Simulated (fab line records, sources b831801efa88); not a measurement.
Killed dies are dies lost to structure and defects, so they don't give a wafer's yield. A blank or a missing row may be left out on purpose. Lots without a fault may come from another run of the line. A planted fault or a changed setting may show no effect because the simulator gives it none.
Problem report in the 8D (eight disciplines) form, filled by code | flow sky130 | the parts of the form that need people (team, actions taken, sign-off) are left out

1. THE PROBLEM
dose_ions_cm2 at SKY_LDD_N_IMPLANT_15 reads a mean of 7.830e+12 on 6 wafers of 2 lots; wafers without a fault read 4.999e+12 with a standard deviation of 5.8e+09. That is +99 or more standard deviations from the usual mean.
First seen on wafer L226.1, day 24 14:32, on implanter-01. The record holds 18 wafers of 6 lots with a number at this step. Rule for "out", or "out of limits": more than 4 standard deviations from the usual mean. The other wafers with a number count as sound.

2. WHAT IT IS AND WHAT IT IS NOT
question                    | is                                | is not
which readings at this step | dose_ions_cm2, faraday_current_uA | end_station_pressure_torr, tilt_deg
which lots                  | L226, L227                        | L207, L212, L228, L230
which wafers of those lots  | all that have a number            | -
read on which tools         | implanter-01                      | implanter-02, implanter-03
when                        | from day 24 14:32                 | up to then (6 sound wafers); but 6 sound wafers of L228, L230 came after

3. SUSPECTS, AND WHAT RULES EACH OUT
Counting: a tool at a process step up to the reading stays a suspect if it ran every lot that is out and no sound lot after the first of them.
- implanter-01 at SKY_LDD_N_IMPLANT_15: kept. It ran every lot that is out, first L226 (day 24 14:32), and no sound lot after that; its last sound lot up to then is L207 (day 17 12:43). Its own readings are out on those wafers: dose_ions_cm2, faraday_current_uA.
Left after counting: implanter-01 at SKY_LDD_N_IMPLANT_15.

4. THE CAUSE (what the simulator had put in)
Process parameter drift: implanter-01, from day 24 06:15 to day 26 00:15, at SKY_LDD_N_IMPLANT_15. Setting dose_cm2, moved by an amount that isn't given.
Counting left only this tool.

5. THE CHAIN OF EFFECTS, in route order
Each row: a reading whose mean over the struck wafers that have a number lies more than 3 standard deviations from the usual. Only readings for which the record gives a usual standard deviation are gone through. hours: the time from each lot's start at the first step in this table that gives one to its start at this step, as a median over the lots. sigmas: the change in usual standard deviations.
hours | step                 | reading            | usual     | on struck wafers | change     | sigmas
0     | SKY_LDD_N_IMPLANT_15 | dose_ions_cm2      | 4.999e+12 | 7.830e+12        | +2.831e+12 | +99 or more
0     | SKY_LDD_N_IMPLANT_15 | faraday_current_uA | 28.1      | 44.4             | +16.3      | +29
The process steps in it:
- SKY_LDD_N_IMPLANT_15

6. WHAT WOULD HAVE CAUGHT IT SOONER
In this record the first reading out of limits was taken at day 24 14:32, 8 hours after the fault began at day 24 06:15.
